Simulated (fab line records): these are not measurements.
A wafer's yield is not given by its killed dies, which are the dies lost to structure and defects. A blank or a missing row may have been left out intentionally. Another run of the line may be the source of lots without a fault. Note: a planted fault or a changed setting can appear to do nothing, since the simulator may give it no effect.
One fault through the eyes of 2 desks + flow gf180mcu + each desk has only its own numbers; what lay behind them comes last

## METROLOGY DESK
What the gauges read, lot by lot, whatever tool the lot ran on: means of the sampled wafers that have a number. Any lot whose mean is over 4 standard deviations away from the usual mean is out of limits and marked OUT; that distance is given in the brackets.
Columns: A = cdNm at GF_HV_LDD_CD_MEAS_07, usual 399.6 nm; B = HV_LDD_02_OVL at GF_HV_LDD_OVL_MEAS_32, usual 0.3 nm
| lot  | first seen here | A     | B    |
|------|-----------------|-------|------|
| L902 | day 10 23:23    | 398.2 | -0.7 |
| L903 | day 11 07:03    | 397.8 | 1.1  |
| L904 | day 11 14:36    | 402.0 | 1.3  |
| L905 | day 11 17:13    | 397.8 | 1.3  |
| L906 | day 12 01:46    | 401.0 | 3.0  |
| L907 | day 12 18:23    | 399.5 | 0.4  |
| L908 | day 12 18:40    | 398.9 | 1.8  |
| L909 | day 13 04:58    | 400.9 | -2.5 |
| L910 | day 13 12:25    | 401.4 | -0.4 |
| L918 | day 15 20:46    | 399.4 | -0.9 |
| L919 | day 16 02:10    | 397.8 | 1.2  |
| L921 | day 16 17:32    | 401.9 | 1.6  |
| L922 | day 17 02:29    | 396.0 | 2.9  |
Finding of this desk: none of the 13 lots has anything out of limits.

## DESK OF THE TOOL OWNER: lithoTrack-03
The tool's own readings at GF_NSD_COAT_02 (resist thk 1000 nm): means of the sampled wafers that have a number, for each lot that ran on this tool. Any lot whose mean is over 4 standard deviations away from the usual mean is out of limits and marked OUT; that distance is given in the brackets.
Columns: A = spinSpeedRpm at GF_NSD_COAT_02, usual 3000.0 rpm
| lot  | first seen here | A                        |
|------|-----------------|--------------------------|
| L902 | day 14 00:04    | 2998.7                   |
| L904 | day 14 15:38    | 3001.5                   |
| L907 | day 15 22:29    | 2998.9                   |
| L918 | day 19 07:47    | 2797.2 (-99 or more) OUT |
| L919 | day 19 17:35    | 2798.7 (-99 or more) OUT |
This desk's verdict: out of limits on L918, L919, starting with L918 at day 19 07:47 (spinSpeedRpm at GF_NSD_COAT_02). Within limits: L902, L904, L907.

## TAKEN TOGETHER
The tool owner's desk could have raised an alarm at day 19 07:47, on L918, L919.
The metrology desk saw nothing out of limits.
The metrology desk holds a record of L918, L919, inside its limits.
Of the lots named, all ran GF_NSD_COAT_02 on lithoTrack-03.

## WHAT HAD BEEN PUT IN BY THE SIMULATOR
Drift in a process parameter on lithoTrack-03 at GF_NSD_COAT_02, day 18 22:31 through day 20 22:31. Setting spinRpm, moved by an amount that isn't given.
Struck lots among those shown: L918, L919.
Hours from the fault's start to each desk's first reading out of limits: the tool owner's desk, 9.
